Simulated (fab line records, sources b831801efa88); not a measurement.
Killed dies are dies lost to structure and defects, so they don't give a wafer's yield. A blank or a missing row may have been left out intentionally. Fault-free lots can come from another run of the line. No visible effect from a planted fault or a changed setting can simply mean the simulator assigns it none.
The tool behind it: which one? -- flow sky130 -- Sampling: 6 lots, 18 wafers, 3 of 708 route steps

WHAT EACH GAUGE READ, for each wafer
SKY_VT_ADJUST_HVTR_OVL_MEAS_08.
lot,measured,on,VT_ADJUST_HVTR_OVL (nm)
L127,day 10 02:23,overlay-02,-1.2 0.0 0.5
L130,day 11 02:20,overlay-02,2.6 1.2 1.2
L136,day 12 20:21,overlay-02,1.6 1.2 0.9
L139,day 13 17:43,overlay-02,-103.3 -100.8 -101.4 -104.1 -101.9 -103.0
L141,day 14 13:14,overlay-02,1.3 0.9 1.2
L143,day 15 06:41,overlay-02,3.4 2.7 2.2

WHAT TOOL EACH LOT RAN ON (gives the tool, then ch and the chambers of the sampled wafers, and finally the start)
lot,SKY_VT_ADJUST_NCORE_STRIP_10,SKY_VT_ADJUST_HVTR_EXPOSE_04
L127,"plasmaAsher-01 ch 0,1, day 9 03:27","ilineStepper-01 ch 0, day 9 15:16"
L130,"plasmaAsher-03 ch 0,1, day 10 02:29","ilineStepper-01 ch 0, day 10 14:26"
L136,"plasmaAsher-01 ch 0,1, day 11 18:49","ilineStepper-01 ch 0, day 12 07:04"
L139,"plasmaAsher-03 ch 0,1, day 12 15:04","ilineStepper-02 ch 0, day 13 04:45"
L141,"plasmaAsher-02 ch 0,1, day 13 08:40","ilineStepper-01 ch 0, day 13 22:56"
L143,"plasmaAsher-03 ch 0,1, day 14 03:16","ilineStepper-01 ch 0, day 14 17:28"
- SKY_VT_ADJUST_NCORE_STRIP_10: strips in O2/N2.
- SKY_VT_ADJUST_HVTR_EXPOSE_04: exposes mask HVTRM, target cd 380 nm.

THE ANSWER, worked out from the rows above alone
Rule: the usual values come from the lots themselves. The widest of any qualifying gaps counts: lots, ordered by their means at a reading, are off when they make up no more than a third of the lots, leave a main group of 4 or more, and stand apart from it by 3 or more times the standard deviation of that group's means. A main group is skipped when, at the precision printed for the reading in the tables above, its means are all equal. A lot without any number at a reading at which 4 lots or more have one is off too. Any other lot the step has rows for is counted as sound.
Off: at SKY_VT_ADJUST_HVTR_OVL_MEAS_08 (VT_ADJUST_HVTR_OVL), L139. Mean 1.3 nm and standard deviation 0.97 in the main group.
A tool fits if, at a process step before that reading, it ran every lot that is off, and no sound lot after the first of them. Gauges at SKY_VT_ADJUST_HVTR_OVL_MEAS_08: tried the same way as those tools. One candidate fits, namely ilineStepper-02 at SKY_VT_ADJUST_HVTR_EXPOSE_04. It ran no sound lot before its first lot that is off in this sample, so the start can't be narrowed down.

WHAT THE SIMULATOR HAD PUT IN
Scanner matching overlay: ilineStepper-02, from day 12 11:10 on, at SKY_VT_ADJUST_HVTR_EXPOSE_04. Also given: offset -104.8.
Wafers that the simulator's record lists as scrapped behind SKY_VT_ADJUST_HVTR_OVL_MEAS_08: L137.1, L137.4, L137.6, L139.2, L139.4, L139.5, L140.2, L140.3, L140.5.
Shown lots that were struck: L139. The rule above reached the same finding.
